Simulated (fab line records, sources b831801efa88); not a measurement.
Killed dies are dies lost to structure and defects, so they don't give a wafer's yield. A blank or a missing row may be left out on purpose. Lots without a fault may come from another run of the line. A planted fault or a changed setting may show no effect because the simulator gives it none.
One fault seen from 2 desks | flow gf180mcu | each desk has only its own numbers; what lay behind them comes last

THE METROLOGY DESK
What the gauges read, lot by lot, whatever tool the lot ran on: means of the sampled wafers that have a number. A lot is out of limits, marked OUT, if its mean lies more than 4 standard deviations from the usual mean; the brackets give that distance.
Columns: A = V2_W_RS at GF_V2_RS_MEAS_24, usual 0.328 ohm/sq; B = V2_W_THK at GF_V2_THK_MEAS_25, usual 347 nm
lot  | first seen here | A                | B
L522 | day 20 05:53    | 0.328            | 345
L524 | day 21 08:49    | 0.333            | 339
L525 | day 21 16:49    | 0.326            | 346
L527 | day 22 13:23    | 0.321            | 356
L534 | day 24 16:52    | 0.310 (-4.9) OUT | 364
L539 | day 26 08:43    | 0.330            | 345
L541 | day 27 02:40    | 0.331            | 347
L542 | day 27 07:03    | 0.330            | 343
L543 | day 27 10:20    | 0.330            | 341
L544 | day 27 20:22    | 0.324            | 349
L545 | day 28 02:06    | 0.327            | 348
This desk's finding: out of limits on L534; first on L534, day 24 16:52 (V2_W_RS at GF_V2_RS_MEAS_24). In limits: L522, L524, L525, L527, L539, L541, L542, L543, L544, L545.

THE TOOL OWNER'S DESK: cvd_w-02
The tool's own readings at GF_V2_CVD_23 (deposits W, target thk 350 nm, time 104.94 s): means of the sampled wafers that have a number, for each lot that ran on this tool. A lot is out of limits, marked OUT, if its mean lies more than 4 standard deviations from the usual mean; the brackets give that distance.
Columns: A = heater_power_outer_w at GF_V2_CVD_23, usual 524 W; B = heater_power_w at GF_V2_CVD_23, usual 866 W
lot  | first seen here | A   | B
L527 | day 22 13:16    | 557 | 879
L534 | day 24 16:46    | 537 | 852
This desk's finding: nothing out of limits on any of the 2 lots.

PUT TOGETHER
The metrology desk could have raised an alarm at day 24 16:52, on L534.
The tool owner's desk saw nothing out of limits.
The tool owner's desk has L534 on record, within its limits.
Of the lots named, all ran GF_V2_CVD_23 on cvd_w-02.

WHAT THE SIMULATOR HAD PUT IN
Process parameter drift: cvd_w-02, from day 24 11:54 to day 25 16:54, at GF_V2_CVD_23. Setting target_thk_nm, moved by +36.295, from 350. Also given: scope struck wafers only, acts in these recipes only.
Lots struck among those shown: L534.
Hours from the fault's start to each desk's first reading out of limits: the metrology desk, 5.
